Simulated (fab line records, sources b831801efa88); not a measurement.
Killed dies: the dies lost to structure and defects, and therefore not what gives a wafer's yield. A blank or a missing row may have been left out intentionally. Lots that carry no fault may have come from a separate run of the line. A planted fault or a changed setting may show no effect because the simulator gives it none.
Matching of chambers	flow sky130	SKY_FIELD_ISO_ETCH_14 on rie diel-03 has 4 sister chambers
The step etches BARC in N2/H2, stops on SiO2, time 45.9 s, target depth 60 nm. 4 wafers are shown with their chamber, then 8 later ones without.

== EACH WAFER AND ITS CHAMBER ==
wafer	chamber	drypump motor current A (A)
L084.5	2	6.3
L085.2	3	5.8
L085.3	1	6.4
L088.3	0	5.0

== WAFERS WHOSE CHAMBER IS MISSING ==
wafer	drypump motor current A (A)
L088.4	5.8
L088.5	5.1
L095.1	6.2
L095.3	5.9
L095.4	5.1
L097.2	6.2
L097.4	6.2
L097.6	5.9

== CHAMBER TAKEN BY EACH ==
wafer	from the rows above	in truth
L088.4	3	3
L088.5	0	0
L095.1	can't be placed: 2 or 1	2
L095.3	3	3
L095.4	0	0
L097.2	can't be placed: 2 or 1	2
L097.4	can't be placed: 2 or 1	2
L097.6	3	3
Correct placement for 5 of the 8. From these rows, 3 cannot be placed; in 3 the true chamber is one of the candidates. 0 placed wrongly.
How it was worked out, from the rows above alone: a wafer's distance from a chamber is the root of the sum, over the readings, of the square of ((its reading less the chamber's mean) divided by the reading's scatter). If the next closest chamber is less than 2 further off than the closest, the wafer can't be placed; otherwise it belongs to the closest. For every chamber, the mean is computed from those of its wafers that are shown. The scatter: with one shown wafer a chamber, the root of the mean of the squares of how far each hidden wafer lies from its nearest shown one.
